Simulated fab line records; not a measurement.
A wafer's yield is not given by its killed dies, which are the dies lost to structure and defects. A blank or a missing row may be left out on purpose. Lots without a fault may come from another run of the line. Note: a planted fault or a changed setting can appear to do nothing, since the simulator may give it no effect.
Problem report, 8D (eight disciplines) form, completed by code :: flow sky130 :: the parts of the form that need people (team, actions taken, sign-off) are left out

== 1. THE ISSUE ==
spin speed rpm at SKY_METAL2_COAT_09 reads a mean of 3106.6 rpm on 9 wafers of 3 lots; wafers without a fault read 2999.8 rpm with a standard deviation of 2. Measured from the usual mean, that is +53 standard deviations.
The step: resist thk 60 nm.
First observed at day 39 00:01: wafer L117.1, on litho track-04. The record holds 21 wafers of 7 lots with a number at this step. The rule behind "out" and "out of limits": a value lying over 4 standard deviations away from the usual mean. All remaining wafers that have a number are taken as sound.

== 2. WHAT IT IS; WHAT IT IS NOT ==
question: which readings at this step
is: spin speed rpm
is not: -

question: which lots
is: L117, L118, L120
is not: L113, L116, L119, L127

question: which wafers of those lots
is: all that have a number
is not: -

question: read on which tools
is: litho track-04
is not: litho track-03

question: when
is: from day 39 00:01
is not: up to then (6 sound wafers); but 6 sound wafers of L119, L127 came after

== 3. WHAT RULES OUT EACH SUSPECT ==
Counting: a tool stays on the suspect list if, at a process step up to the reading, it processed all lots that are out and no sound lot following the first of them.
- cmp-02 at SKY_VIA1_CMP_24 (polishes, stops on SiO2, t overpolish 15 s, target thk 0 nm): ruled out as a lasting fault. After its first lot that is out, L117 (day 38 11:35), sound lots L119 ran on it.
- litho track-04 at SKY_METAL2_COAT_09 (resist thk 60 nm): kept. It ran every lot that is out, first L117 (day 39 00:01), and no sound lot after that; its last sound lot up to then is L116 (day 38 07:10). On those wafers its own readings are out: spin speed rpm.
After counting, what remains is litho track-04 at SKY_METAL2_COAT_09.

== 4. THE CAUSE (what the simulator had put in) ==
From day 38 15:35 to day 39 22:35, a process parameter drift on litho track-04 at SKY_METAL2_COAT_09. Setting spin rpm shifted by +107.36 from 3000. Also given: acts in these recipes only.
Counting left only this tool.

== 5. THE EFFECT CHAIN, in route order ==
Rows list readings where the struck wafers' mean (over those with a number) sits beyond 3 standard deviations from the usual. Readings are gone through only where the record gives a usual standard deviation; hours: the median, over the lots, of the time from a lot's start at the first step in this table giving one to that lot's start at this step; sigmas: the change measured in usual standard deviations.
hours: 0
step: SKY_METAL2_COAT_09
reading: spin speed rpm
usual: 2999.8 rpm
on struck wafers: 3106.6
change: +106.8
sigmas: +53
Its process steps:
- SKY_METAL2_COAT_09: resist thk 60 nm.
Later measuring or inspecting steps at which every struck wafer that the step has a row for has a number for every such reading, and none has moved that far: SKY_METAL2_CD_MEAS_15, SKY_METAL2_OVL_MEAS_16.

== 6. HOW IT WOULD HAVE BEEN CAUGHT EARLIER ==
First out-of-limits reading in this record: day 39 00:01, which is 8 hours after fault onset at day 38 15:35.
